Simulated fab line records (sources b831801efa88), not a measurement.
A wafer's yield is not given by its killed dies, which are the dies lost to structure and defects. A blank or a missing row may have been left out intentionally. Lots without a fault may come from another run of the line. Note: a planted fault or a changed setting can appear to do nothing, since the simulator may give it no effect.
A struck lot beside a sound one :: flow sky130 :: 14 steps out of a route of 708
Sound: the wafers L122.4, L122.5, L122.6. Wafers struck: L113.1, L113.2, L113.3. The cause comes at the end.
Per side, at each step with rows, come the tool, then ch with its chambers, and then its first start. Under that, the readings that differ: sound wafers :: struck wafers :: difference of the means :: sigmas: that difference in standard deviations of wafers without a fault.
alike: a reading whose means differ by less than 2 such deviations, as well as words and numbers matching on both sides. not compared: withheld readings; readings where some wafer has no value; bounds like >300 that might hide an equal value; numbers whose values overlap and for which the record gives no deviation.
The two part at a step that has a row with sigmas, a row that says differs or no value, or rows on one side only. Numbers that don't overlap but have no deviation are shown without sigmas and don't part them. Lack of a reading on every wafer of one side parts them only where that side has two or more wafers.

first, 4 steps without rows for these wafers: SKY_VT_ADJUST_LVTN_SOFTBAKE_03; SKY_VT_ADJUST_LVTN_EXPOSE_04 (exposes mask NWM COMPLEMENT LESS NATIVE, target cd 840 nm); SKY_VT_ADJUST_LVTN_PEB_05; SKY_VT_ADJUST_LVTN_DEVELOP_06 (develop time 60 s).
SKY_VT_ADJUST_LVTN_OVL_MEAS_07:
  sound on overlay-02, day 12 08:31; struck on overlay-01, day 9 12:26
  alike: VT_ADJUST_LVTN_OVL
next, for these wafers, 1 step has no rows: SKY_VT_ADJUST_LVTN_IMPLANT_08.
SKY_VT_ADJUST_LVTN_STRIP_09: strips in O2/N2.
  sound on plasma_asher-03 ch 0,1, day 12 08:43; struck on plasma_asher-04 ch 0,1, day 9 12:37
reading: drypump_motor_current_A (A)
sound: 6.0 5.9 5.9
struck: 5.3 5.0 5.3
difference: -0.7
sigmas: -2
  alike: oes_product_au, strip_time_to_endpoint_s
  not compared: rf_hours_counter_h
SKY_VT_ADJUST_LVTN_TW_MEAS_10:
  sound on film_metro-03, day 12 08:49; struck on film_metro-04, day 9 12:43
reading: VT_ADJUST_LVTN_TW
sound: 240.1 240.2 239.9
struck: 243.9 244.8 244.8
difference: +4.4
sigmas: +2
then, 4 steps without rows for these wafers: SKY_VT_ADJUST_LVTN_DEHYDRATE_11 (time 60 s); SKY_VT_ADJUST_LVTN_HMDS_12 (prime time 60 s); SKY_VT_ADJUST_LVTN_COAT_13 (resist thk 1140 nm); SKY_VT_ADJUST_LVTN_SOFTBAKE_14 (time 60 s).
SKY_VT_ADJUST_LVTN_EXPOSE_15: exposes mask HVN STD DERIVED, target cd 600 nm.
  sound on iline_stepper-02 ch 0, day 12 20:48; struck on iline_stepper-01, day 9 23:32
  no value came back on the struck wafers for exposure_dose_mJ_cm2, focus_offset_nm (nm); on the sound wafers exposure_dose_mJ_cm2 reads 162.99 163.37 163.16
  alike: mask
next, for these wafers, 1 step has no rows: SKY_VT_ADJUST_LVTN_PEB_16.

== WHERE THEY PART ==
At SKY_VT_ADJUST_LVTN_STRIP_09 first; at SKY_VT_ADJUST_LVTN_EXPOSE_15 last (within this record only).

WHY: what had been put in by the simulator
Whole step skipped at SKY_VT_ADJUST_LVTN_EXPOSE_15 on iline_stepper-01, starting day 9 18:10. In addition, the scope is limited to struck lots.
